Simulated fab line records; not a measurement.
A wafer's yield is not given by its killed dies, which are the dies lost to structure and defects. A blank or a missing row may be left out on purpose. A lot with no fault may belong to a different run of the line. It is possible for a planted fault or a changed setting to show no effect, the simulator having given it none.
Matching of chambers    flow sky130    SKY_SONOS_ONO_ETCH_15 on rieDiel-03 has 4 sister chambers
The step etches the open film in CHF3/O2, target depth 19.52 nm, time 7.8 s. 8 wafers are shown with their chamber, then 7 later ones without.

EACH WAFER AND ITS CHAMBER
wafer   chamber  drypumpMotorCurrentA (A)  chamberPressureMTorr (mTorr)
L704.6  1        5.5                       40.05
L706.1  3        5.2                       39.98
L706.6  0        5.2                       40.01
L714.1  0        5.2                       40.03
L714.3  3        5.1                       39.98
L714.4  2        5.2                       40.00
L716.4  2        5.2                       39.97
L716.5  1        5.5                       40.00

WAFERS MISSING THEIR CHAMBER
wafer   drypumpMotorCurrentA (A)  chamberPressureMTorr (mTorr)
L716.6  5.2                       39.93
L717.1  5.2                       40.01
L717.2  5.5                       40.03
L717.3  5.2                       40.02
L718.3  5.2                       39.99
L718.5  5.2                       40.02
L718.6  5.1                       40.00

CHAMBER TAKEN BY EACH
wafer   from the rows above           in truth
L716.6  can't be placed: 2 or 3 or 0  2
L717.1  can't be placed: 0 or 2 or 3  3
L717.2  1                             1
L717.3  can't be placed: 0 or 2       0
L718.3  can't be placed: 2 or 0 or 3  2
L718.5  can't be placed: 0 or 2       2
L718.6  can't be placed: 3 or 2 or 0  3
Correctly placed: 1 of 7. From these rows, 6 cannot be placed; in 6 the true chamber is one of the candidates. 0 placed wrongly.
How it was worked out, from the rows above alone: a wafer's distance from a chamber is the root of the sum, over the readings, of the square of ((its reading less the chamber's mean) divided by the reading's scatter). If the next closest chamber is less than 2 further off than the closest, the wafer can't be placed; otherwise it belongs to the closest. A chamber's mean is the mean of its shown wafers. The scatter: take each reading less its chamber's mean, square it, sum over the shown wafers, divide by the number of wafers less the number of chambers, and take the root.
